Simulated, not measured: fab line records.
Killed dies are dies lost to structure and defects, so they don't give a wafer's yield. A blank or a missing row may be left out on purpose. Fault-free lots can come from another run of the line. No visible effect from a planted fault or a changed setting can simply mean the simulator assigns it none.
fab line records	flow sky130
record lots=4	wafers=12	lastDay=49
route steps=708 shown VIA3@593 METAL4@598 CAP2M@603 PAD_OPEN@708
lots untouched by any fault: they come from a run of this same line in which no faults occurred
startH: hours from the record's opening day to when the first of the lot's shown wafers began	waitH: time in hours since the lot's previous step	" repeats the value in the row above	L1.1+2: several wafers, shown together as one row	- either no value or no given start	* or withheld: withheld	< > ~ a bound
route shown NAME@n: a module of which the file shows steps, and the number in the route of the first	usual: mean/standard deviation of fault-free wafers	same: alike in all rows	chamber/n: place in a boat	sites: per-site readings	_std_site: how widely they spread, as a standard deviation	_edge_site: inner sites' mean taken away from outer sites' mean	radiusMm: for every site, how far away it sits from the centre of the wafer	mask NAME#n: copy n	behind: tool/chamber where the wafer was last shaped	hold: reason for holding the lot/hours on hold/outcome of the hold	device: names the non-switching transistor (n, p or np)	end of line: tests run on the same wafers once the route is complete	step lacking rows: just its recipe	killed: dies that structure and defects cost at the first sort, which is not the same as the wafer's yield	map: a wafer's dies, marking killed ones x, the rest . and places with no die _
set.NAME: the setting the step ran with; set.NAME@STEP: the setting that earlier step ran with	model.NAME: the simulator's own value behind a step, which no gauge read
lots at some steps of the route; a table a step, a row a wafer
services: from which hour (startH, from the record's first day; less than 0 if before it) a tool's chamber was out of use, for how many hours, and why
## steps
# step SKY_VIA3_SPUTTER_20
# recipe material=TiN	targetThkNm=20	chamberPressurePa=5	powerW=4000	timeS=80
# step SKY_VIA3_CVD_21
# recipe material=W	targetThkNm=390	timeS=117.31	tempC=400	pressureTorr=40
# step SKY_VIA3_CMP_24
# recipe stopOn=SiO2	tOverpolishS=20	downForcePsi=3.5	platenRpm=60	targetThkNm=0	padVelocityMS=0.94248
# step SKY_METAL4_SPUTTER_00
# recipe material=Ti	targetThkNm=15	powerW=3000	timeS=10	chamberPressurePa=0.4
# step SKY_METAL4_SPUTTER_01
# recipe material=TiN	targetThkNm=20	powerW=6500	timeS=16.7	chamberPressurePa=0.4
# step SKY_METAL4_SPUTTER_02
# recipe material=AlCu	targetThkNm=735	powerW=10600	timeS=39.1	chamberPressurePa=0.4
# step SKY_METAL4_SPUTTER_03
# recipe material=Ti	targetThkNm=5	powerW=3000	timeS=3.3	chamberPressurePa=0.4
# step SKY_METAL4_SPUTTER_04
# recipe material=TiN	targetThkNm=70	powerW=6500	timeS=58.3	chamberPressurePa=0.4
# step SKY_CAP2M_CVD_00
# recipe material=SiO2	targetThkNm=15.5	tempC=400	timeS=withheld	rfW=450
# step SKY_CAP2M_SPUTTER_02
# recipe material=TiN	targetThkNm=200	tempC=300	powerW=6500	timeS=166.7	chamberPressurePa=0.4
# usual throttleValvePct=30.0/0.89
lot.wafer	tool	chamber	startH	waitH	throttleValvePct	model.TiN_of_CAP2M_SPUTTER_02.thkNm
L500.1	pvdSputter-02	-	959.65	0.1	29.1	202.3
L500.4	"	-	"	"	30.4	202.4
L500.6	"	-	"	"	30.7	203.3
L510.3	pvdSputter-02	-	1013.47	0.0	28.8	215.8
L510.4	"	-	"	"	30.7	213
L510.5	"	-	"	"	30.4	215.2
L511.3	pvdSputter-02	-	1014.98	0.0	30.5	215.1
L511.4	"	-	"	"	28.9	214.1
L511.6	"	-	"	"	30.5	215.9
L518.3	pvdSputter-03	-	1065.44	0.0	29.6	201.9
L518.4	"	-	"	"	29.0	201
L518.5	"	-	"	"	29.6	201
# step SKY_CAP2M_RS_MEAS_03
# recipe thkMeasGauge=four-point-probe	reads=TiN_of_CAP2M_SPUTTER_02
# usual CAP2M_TIN_RS=6.89/0.064
lot.wafer	tool	chamber	startH	waitH	hold	CAP2M_TIN_RS[ohm/sq]
L500.1	filmMetro-03	-	959.76	0.1	-	6.82
L500.4	"	-	"	"	-	6.84
L500.6	"	-	"	"	-	6.79
L510.3	filmMetro-02	-	1013.62	0.1	awaitDispo/0.2h/release	6.37
L510.4	"	-	"	"	awaitDispo/0.2h/release	6.46
L510.5	"	-	"	"	awaitDispo/0.2h/release	6.38
L510.3	filmMetro-02	-	1013.91	0.3	-	6.38
L510.4	"	-	"	"	-	6.46
L510.5	"	-	"	"	-	6.39
L511.3	filmMetro-02	-	1015.13	0.1	awaitDispo/0.2h/release	6.40
L511.4	"	-	"	"	awaitDispo/0.2h/release	6.42
L511.6	"	-	"	"	awaitDispo/0.2h/release	6.36
L511.3	filmMetro-02	-	1015.44	0.3	-	6.40
L511.4	"	-	"	"	-	6.42
L511.6	"	-	"	"	-	6.38
L518.3	filmMetro-03	-	1065.59	0.1	-	6.85
L518.4	"	-	"	"	-	6.89
L518.5	"	-	"	"	-	6.88
# step SKY_CAP2M_THK_MEAS_04
# recipe thkMeasGauge=xrf	reads=TiN_of_CAP2M_SPUTTER_02
# usual CAP2M_TIN_THK=201.0/2.2
lot.wafer	tool	chamber	startH	waitH	hold	CAP2M_TIN_THK[nm]
L500.1	filmMetro-03	-	959.88	0.1	-	203.9
L500.4	"	-	"	"	-	203.5
L500.6	"	-	"	"	-	204.6
L511.3	filmMetro-02	-	1016.93	1.5	awaitDispo/0.2h/release	215.0
L511.4	"	-	"	"	awaitDispo/0.2h/release	214.0
L511.6	"	-	"	"	awaitDispo/0.2h/release	216.4
L511.3	filmMetro-02	-	1017.15	0.2	-	216.2
L511.4	"	-	"	"	-	215.5
L511.6	"	-	"	"	-	215.2
L510.3	filmMetro-02	-	1017.21	3.3	awaitDispo/0.2h/release	215.6
L510.4	"	-	"	"	awaitDispo/0.2h/release	213.5
L510.5	"	-	"	"	awaitDispo/0.2h/release	215.7
L510.3	filmMetro-02	-	1017.44	0.2	-	216.3
L510.4	"	-	"	"	-	213.3
L510.5	"	-	"	"	-	214.8
L518.3	filmMetro-03	-	1065.69	0.1	-	203.7
L518.4	"	-	"	"	-	202.1
L518.5	"	-	"	"	-	202.6
# step SKY_CAP2M_HMDS_06
# recipe primeTimeS=60	primeTempC=120
# step SKY_CAP2M_COAT_07
# recipe resist=NOVOLAK	spinRpm=3000	resistThkNm=1140
# step SKY_CAP2M_SOFTBAKE_08
# recipe tempC=90	timeS=60	resist=NOVOLAK
# step SKY_CAP2M_EXPOSE_09
# recipe maskId=CAP2M	na=0.6	sourceShape=conventional	sigmaOuter=0.6	polarization=unpolarized	targetCdNm=1000	doseMj=159
# step SKY_CAP2M_PEB_10
# recipe tempC=withheld	timeS=*	resist=NOVOLAK
# step SKY_CAP2M_DEVELOP_11
# recipe resist=NOVOLAK	developer=TMAH	developTimeS=60	devTempC=23
# step SKY_CAP2M_METAL_ETCH_13
# recipe targetDepthNm=220	stopOn=SiO2	chemistry=Cl2/BCl3	target=TiN	pressureMtorr=10	icpW=900	biasW=48.5	Cl2_flow_sccm=60	bcl3FlowSccm=30	timeS=62.9
# usual drypumpMotorCurrentA=5.8/0.39	oesProductAu=0.942/0.007	throttleValvePct=21.901/0.01
lot.wafer	tool	chamber	startH	waitH	drypumpMotorCurrentA	oesProductAu	rfHoursCounterH	throttleValvePct
L500.1	rieMetal-02	0	982.93	0.0	5.0	0.945	12	21.887
L500.4	"	0	"	"	5.0	0.948	-	21.905
L500.6	"	1	"	"	5.7	0.961	-	21.894
L510.3	rieMetal-01	0	1036.61	0.0	6.0	0.982	-	21.879
L510.4	"	1	"	"	6.4	0.983	-	21.881
L510.5	"	0	"	"	6.0	0.984	-	21.881
L511.3	rieMetal-01	1	1037.26	0.0	6.4	0.974	-	21.879
L511.4	"	0	"	"	6.0	0.976	-	21.892
L511.6	"	0	"	"	6.0	0.984	-	21.867
L518.3	rieMetal-01	1	1086.71	0.0	6.4	0.950	-	21.880
L518.4	"	0	"	"	6.0	0.948	-	21.882
L518.5	"	0	"	"	6.0	0.947	-	21.904
# step SKY_CAP2M_STRIP_14
# recipe chemistry=O2/N2	powerW=1400	pressureMtorr=1500	platenTempC=withheld	o2FlowSccm=3000	n2FlowSccm=300	overashFraction=0.5
# step SKY_CAP2M_STRIP_15
# recipe chemistry=postEtchResidueRemover	timeS=1200	tempC=72.5
# step SKY_CAP2M_CLEAN_16
# recipe chemistry=IPA	timeS=180	tempC=25
# step SKY_CAP2M_CLEAN_17
# recipe chemistry=O3/DIW	dry=n2Spin
# step SKY_METAL4_DEHYDRATE_05
# recipe tempC=200	timeS=60
# step SKY_METAL4_HMDS_06
# recipe primeTimeS=60	primeTempC=120
# step SKY_METAL4_COAT_07
# recipe resist=BARC	tempC=withheld	timeS=withheld	spinRpm=3000	resistThkNm=60
# step SKY_METAL4_COAT_08
# recipe resist=KrF-thick	spinRpm=3000	resistThkNm=1140
# step SKY_METAL4_SOFTBAKE_09
# recipe tempC=100	timeS=90	resist=KrF-thick
# step SKY_METAL4_EXPOSE_10
# recipe maskId=MM4	na=0.68	sourceShape=annular	sigmaInner=0.4	sigmaOuter=0.8	targetCdNm=300	doseMj=28
# step SKY_METAL4_PEB_11
# recipe pebTempC=withheld	pebTimeS=withheld	resist=KrF-thick
# step SKY_METAL4_DEVELOP_12
# recipe developTimeS=60	resist=KrF-thick	devTempC=21
# step SKY_METAL4_DESCUM_15
# recipe chemistry=O2	sourcePowerW=150	biasPowerW=0	pressureMtorr=10	tempC=40	timeS=8
# step SKY_METAL4_ETCH_16
# recipe chemistry=N2/H2	target=BARC	ionEnergyEv=200	biasW=100	pressureMtorr=30	n2FlowSccm=100	h2FlowSccm=200	icpW=500	stopOn=SiO2	timeS=88.2	targetDepthA=600
# step SKY_METAL4_ETCH_17
# recipe target=SiO2	stopOn=TiN	chemistry=C4F8/O2/Ar	sourceW=1500	biasW=1200	pressureMtorr=40	c4f8FlowSccm=withheld	O2_flow_sccm=6	Ar_flow_sccm=300	timeS=3.9	targetDepthA=150
# step SKY_METAL4_METAL_ETCH_18
# recipe targetDepthA=8450	stopOn=SiO2	overEtchFrac=0.3	timeS=183.1	chemistry=Cl2/BCl3	resistSidewallDeg=88	pressureMtorr=10	icpW=900	biasW=48.5	Cl2_flow_sccm=60	bcl3FlowSccm=30
# step SKY_METAL4_STRIP_20
# recipe chemistry=postEtchResidueRemover	timeS=1200	tempC=72.5
lot.wafer	tool	chamber	startH	waitH	model.TiN_of_CAP2M_SPUTTER_02.thkNm
L500.1+4	wetBench-03	1	1006.96	0.1	201.5
L500.6	"	1	"	"	202.4
L510.3	wetBench-04	0	1059.91	0.0	214.9
L510.4	"	0	"	"	212.2
L510.5	"	0	"	"	214.3
L511.3	wetBench-04	0	1061.04	0.0	214.2
L511.4	"	0	"	"	213.3
L511.6	"	0	"	"	215.1
L518.3	wetBench-01	1	1109.08	0.1	201.1
L518.4+5	"	1	"	"	200.1
# step SKY_PAD_OPEN_PROBE_99
# usual killed_at_M0_to_M3=44/7.4	killed_at_M4_up=3.0/1.6	killedAtContacts=24/5	killedAtFrontEnd=15/4.6	killedAtOther=0.4/0.65	killedDies=86/9.6	killedOpen=48/7.4	killedShort=38/6.9
# same grossDies=492	killedAtBackSide=0
lot.wafer	tool	chamber	startH	waitH	killed_at_M0_to_M3	killed_at_M4_up	killedAtContacts	killedAtFrontEnd	killedAtOther	killedDies	killedOpen	killedShort	model.etest.pfet_01v8_mvt.driveUaUm	model.etest.pfet_01v8_mvt.offLog10AUm	model.etest.capMim2.plateOhmSq	model.etest.capMim2.leakLog10ACm2	model.etest.pfet_01v8_mvt.vtSatV	model.etest.pfet_01v8_mvt.vtV	model.etest.pfet_01v8_mvt.vtLongV
L500.1	prober-02	-	1098.81	0.1	40	2	21	16	3	82	50	29	154.9	-10.09	5.937	-8.821	-0.5293	-0.622	-0.8399
L500.4	prober-02	-	1098.96	0.2	46	4	11	29	2	92	52	38	157.9	-10.2	5.886	-9.014	-0.5224	-0.6156	-0.8301
L500.6	prober-02	-	1099.06	0.2	49	3	26	14	1	93	48	44	155.7	-10.42	5.879	-9.056	-0.5339	-0.6243	-0.8424
L510.3	prober-01	-	1146.01	0.2	47	1	31	15	0	94	49	45	141.1	-11.61	5.636	-8.412	-0.6405	-0.7146	-0.9146
L510.4	prober-01	-	1146.06	0.2	41	2	32	11	1	87	38	48	139.2	-11.69	5.603	-8.996	-0.6446	-0.7192	-0.9188
L510.5	prober-01	-	1146.11	0.2	53	3	10	11	1	78	46	31	139	-11.7	5.614	-8.741	-0.6431	-0.7153	-0.9134
L511.3	prober-02	-	1146.37	0.2	48	5	25	15	0	93	57	36	145.8	-11	5.579	-8.774	-0.5987	-0.6783	-0.8765
L511.4	prober-02	-	1146.42	0.2	36	5	24	18	0	83	47	36	146.7	-10.99	5.582	-8.981	-0.5912	-0.6714	-0.8755
L511.6	prober-02	-	1146.52	0.2	34	2	25	16	1	78	44	34	149.6	-10.78	5.559	-8.763	-0.5898	-0.6693	-0.8744
L518.3	prober-01	-	1187.36	0.2	51	5	25	12	1	94	54	40	148.6	-10.96	6.014	-9.057	-0.5715	-0.6544	-0.8656
L518.4	prober-01	-	1187.41	0.2	47	5	19	8	0	79	47	32	146.9	-10.82	5.966	-9.088	-0.5707	-0.6538	-0.8617
L518.5	prober-01	-	1187.46	0.2	39	1	31	19	0	90	59	31	147.1	-10.72	5.952	-8.894	-0.571	-0.6569	-0.8673
# killed by level:class
L500.1 VIA1:geometricParticle:open=13 CONTACT:geometricParticle:open=8 VIA3:geometricParticle:open=6 CONTACT:geometricParticle:short=5 VIA2:geometricParticle:open=5 FIELD_ISO:geometricParticle:open=4 POLY_GATE:geometricParticle:short=4 LI_CONTACT:geometricParticle:open=4
L500.4 VIA1:geometricParticle:open=17 VIA3:geometricParticle:open=11 FIELD_ISO:geometricParticle:open=9 FIELD_ISO:geometricParticle:short=8 POLY_GATE:geometricParticle:short=5 METAL2:geometricParticle:short=5 LI_CONTACT:geometricParticle:open=4 VIA1:geometricParticle:short=4
L500.6 VIA1:geometricParticle:open=14 CONTACT:geometricParticle:open=8 METAL1:geometricParticle:short=8 VIA2:geometricParticle:open=7 LI_CONTACT:geometricParticle:open=6 CONTACT:geometricParticle:short=5 VIA3:geometricParticle:open=5 LI_CONTACT:geometricParticle:short=4
L510.3 VIA1:geometricParticle:open=11 CONTACT:geometricParticle:short=10 VIA2:geometricParticle:open=9 CONTACT:geometricParticle:open=9 METAL2:geometricParticle:short=7 VIA1:geometricParticle:short=6 LOCAL_INTERCONNECT:geometricParticle:short=5 POLY_GATE:geometricParticle:open=4
L510.4 CONTACT:geometricParticle:short=11 CONTACT:geometricParticle:open=9 LI_CONTACT:geometricParticle:open=6 METAL1:geometricParticle:short=6 VIA3:geometricParticle:open=6 LOCAL_INTERCONNECT:geometricParticle:short=5 VIA1:geometricParticle:open=5 VIA2:geometricParticle:open=5
L510.5 VIA1:geometricParticle:open=13 VIA2:geometricParticle:open=8 VIA3:geometricParticle:open=6 FIELD_ISO:geometricParticle:open=5 CONTACT:geometricParticle:open=5 VIA1:geometricParticle:short=5 FIELD_ISO:geometricParticle:short=4 VIA3:geometricParticle:short=4
L511.3 VIA1:geometricParticle:open=13 CONTACT:geometricParticle:open=11 VIA3:geometricParticle:open=9 VIA2:geometricParticle:open=8 METAL1:geometricParticle:short=5 CONTACT:geometricParticle:short=5 FIELD_ISO:geometricParticle:open=4 FIELD_ISO:geometricParticle:short=3
L511.4 VIA1:geometricParticle:open=10 CONTACT:geometricParticle:open=8 LI_CONTACT:geometricParticle:open=6 VIA2:geometricParticle:short=6 LI_CONTACT:geometricParticle:short=5 SONOS_ONO:geometricParticle:open=4 CONTACT:geometricParticle:short=4 VIA2:geometricParticle:open=4
L511.6 VIA1:geometricParticle:open=11 CONTACT:geometricParticle:open=8 FIELD_ISO:geometricParticle:short=6 LI_CONTACT:geometricParticle:open=5 VIA3:geometricParticle:open=5 POLY_GATE:geometricParticle:open=4 LI_CONTACT:geometricParticle:short=4 LOCAL_INTERCONNECT:geometricParticle:short=4
L518.3 VIA1:geometricParticle:open=14 VIA3:geometricParticle:open=12 CONTACT:geometricParticle:open=8 VIA1:geometricParticle:short=7 CONTACT:geometricParticle:short=6 LI_CONTACT:geometricParticle:open=6 METAL2:geometricParticle:short=5 VIA2:geometricParticle:open=5
L518.4 VIA1:geometricParticle:open=14 METAL2:geometricParticle:short=10 CONTACT:geometricParticle:open=10 VIA3:geometricParticle:open=7 METAL1:geometricParticle:short=5 VIA2:geometricParticle:open=4 LI_CONTACT:geometricParticle:open=4 VIA2:geometricParticle:short=4
L518.5 CONTACT:geometricParticle:open=18 VIA1:geometricParticle:open=9 VIA3:geometricParticle:open=9 FIELD_ISO:geometricParticle:open=6 VIA2:geometricParticle:open=6 POLY_GATE:geometricParticle:short=4 VIA2:geometricParticle:short=4 VIA1:geometricParticle:short=3
## services
tool	chamber	startH	hours	kind
pvdSputter-02	0	941.21	-	consumableReplace:kit
pvdSputter-02	0	941.21	18.0	scheduledDown
pvdSputter-02	0	941.21	18.0	ventCycle
pvdSputter-03	3	961.49	-	consumableReplace:kit
pvdSputter-03	3	961.49	18.0	scheduledDown
pvdSputter-03	3	961.49	18.0	ventCycle
rieMetal-02	0	975.74	1.5	repair
rieMetal-02	-	976.68	0.6	repair
pvdSputter-02	-	983.41	1.5	repair
rieMetal-02	0	994.43	4.1	repair
pvdSputter-02	-	995.85	1.8	repair
rieMetal-01	1	1002.47	-	clean
rieMetal-01	1	1002.47	20.2	scheduledDown
rieMetal-01	1	1002.47	20.2	ventCycle
rieMetal-01	1	1051.60	5.9	repair
pvdSputter-03	2	1067.01	-	consumableReplace:kit
pvdSputter-03	2	1067.01	18.0	scheduledDown
pvdSputter-03	2	1067.01	18.0	ventCycle
pvdSputter-02	3	1068.93	-	consumableReplace:kit
pvdSputter-02	3	1068.93	18.0	scheduledDown
pvdSputter-02	3	1068.93	18.0	ventCycle
pvdSputter-03	-	1070.13	1.3	repair
pvdSputter-03	-	1079.80	0.9	repair
## key
firstSign step=SKY_CAP2M_RS_MEAS_03	reading=visit	direction=added
effect step=SKY_CAP2M_RS_MEAS_03	reading=CAP2M_TIN_RS	direction=down	sigmas=7.7	usual=6.89	struck=6.40
effect step=SKY_CAP2M_THK_MEAS_04	reading=visit	direction=added
effect step=SKY_CAP2M_THK_MEAS_04	reading=CAP2M_TIN_THK	direction=up	sigmas=6.5	usual=201.0	struck=215.0
effect step=SKY_CAP2M_METAL_ETCH_13	reading=oesProductAu	direction=up	sigmas=5.5	usual=0.942	struck=0.981
modelEffect step=SKY_CAP2M_SPUTTER_02	value=TiN_of_CAP2M_SPUTTER_02.thkNm	without=200.9	struck=214.8
modelEffect step=SKY_METAL4_STRIP_20	value=TiN_of_CAP2M_SPUTTER_02.thkNm	without=200.1	struck=214
modelEffect step=SKY_PAD_OPEN_PROBE_99	value=etest.pfet_01v8_mvt.driveUaUm	without=153.7	struck=143.6
metAt SKY_CAP2M_SPUTTER_02
struckWafers L510.3,L510.4,L510.5,L511.3,L511.4,L511.6
testerLeftOut L510,L511
onsetBetween 959.65 1013.47
earlierFault kind=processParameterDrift	tool=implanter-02	chamber=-	onsetH=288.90	steps=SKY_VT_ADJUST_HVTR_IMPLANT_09	channel=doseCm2	offset=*	shape=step	endH=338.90	actsIn=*	stated=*
fault kind=processParameterDrift	tool=pvdSputter-02	chamber=-	onsetH=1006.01	steps=SKY_CAP2M_SPUTTER_02	channel=targetThkNm	offset=13.916	shape=step	actsIn=theseRecipesOnly	stated=200
# testerLeftOut: of these lots the tester's yield and bins aren't shown, on N5 and GAA mostly nor the transistor test; their killed dies are dies lost to structure and defects alone, not to doping, threshold or leakage, so they don't give the yield
